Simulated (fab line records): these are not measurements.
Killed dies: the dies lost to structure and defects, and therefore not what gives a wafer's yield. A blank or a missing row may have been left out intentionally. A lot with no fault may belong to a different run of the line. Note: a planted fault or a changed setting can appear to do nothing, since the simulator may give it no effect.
Chamber matching || flow sky130 || cmp-02 running SKY_CONTACT_CMP_04: 4 sister chambers
The step polishes SiO2. 4 wafers are shown with their chamber, then 12 later ones without.

## EACH WAFER AND ITS CHAMBER
{"wafer": "L088.6", "chamber": 2, "motor-current-A (A)": 9.6}
{"wafer": "L087.1", "chamber": 3, "motor-current-A (A)": 13.3}
{"wafer": "L087.2", "chamber": 1, "motor-current-A (A)": 11.6}
{"wafer": "L087.5", "chamber": 0, "motor-current-A (A)": 11.3}

## WAFERS WITH NO CHAMBER GIVEN
{"wafer": "L090.1", "motor-current-A (A)": 12.3}
{"wafer": "L090.3", "motor-current-A (A)": 10.4}
{"wafer": "L090.4", "motor-current-A (A)": 14.0}
{"wafer": "L091.2", "motor-current-A (A)": 11.2}
{"wafer": "L091.5", "motor-current-A (A)": 12.3}
{"wafer": "L091.6", "motor-current-A (A)": 10.1}
{"wafer": "L092.4", "motor-current-A (A)": 11.5}
{"wafer": "L092.5", "motor-current-A (A)": 11.0}
{"wafer": "L092.6", "motor-current-A (A)": 14.3}
{"wafer": "L093.2", "motor-current-A (A)": 11.8}
{"wafer": "L093.5", "motor-current-A (A)": 13.9}
{"wafer": "L093.6", "motor-current-A (A)": 11.6}

## WHICH CHAMBER EACH ONE RAN IN
{"wafer": "L090.1", "from the rows above": "can't be placed: 1 or 0 or 3", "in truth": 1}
{"wafer": "L090.3", "from the rows above": "can't be placed: 2 or 0 or 1", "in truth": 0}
{"wafer": "L090.4", "from the rows above": 3, "in truth": 3}
{"wafer": "L091.2", "from the rows above": "can't be placed: 0 or 1", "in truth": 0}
{"wafer": "L091.5", "from the rows above": "can't be placed: 1 or 0 or 3", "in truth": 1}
{"wafer": "L091.6", "from the rows above": "can't be placed: 2 or 0 or 1", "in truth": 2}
{"wafer": "L092.4", "from the rows above": "can't be placed: 1 or 0", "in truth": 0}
{"wafer": "L092.5", "from the rows above": "can't be placed: 0 or 1 or 2", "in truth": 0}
{"wafer": "L092.6", "from the rows above": 3, "in truth": 3}
{"wafer": "L093.2", "from the rows above": "can't be placed: 1 or 0", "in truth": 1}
{"wafer": "L093.5", "from the rows above": 3, "in truth": 3}
{"wafer": "L093.6", "from the rows above": "can't be placed: 1 or 0", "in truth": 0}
Correctly placed: 3 of 12. From these rows, 9 cannot be placed; in 9 the true chamber is one of the candidates. Number placed wrongly: 0.
How it was worked out, from the rows above alone: a wafer's distance from a chamber is the root of the sum, over the readings, of the square of ((its reading less the chamber's mean) divided by the reading's scatter). The wafer belongs to the nearest chamber; if the next one is less than 2 further off, it can't be placed. Each chamber's mean is taken over the wafers shown for it. The scatter: root of mean squared gap, hidden wafer to nearest shown wafer, with one shown wafer a chamber.
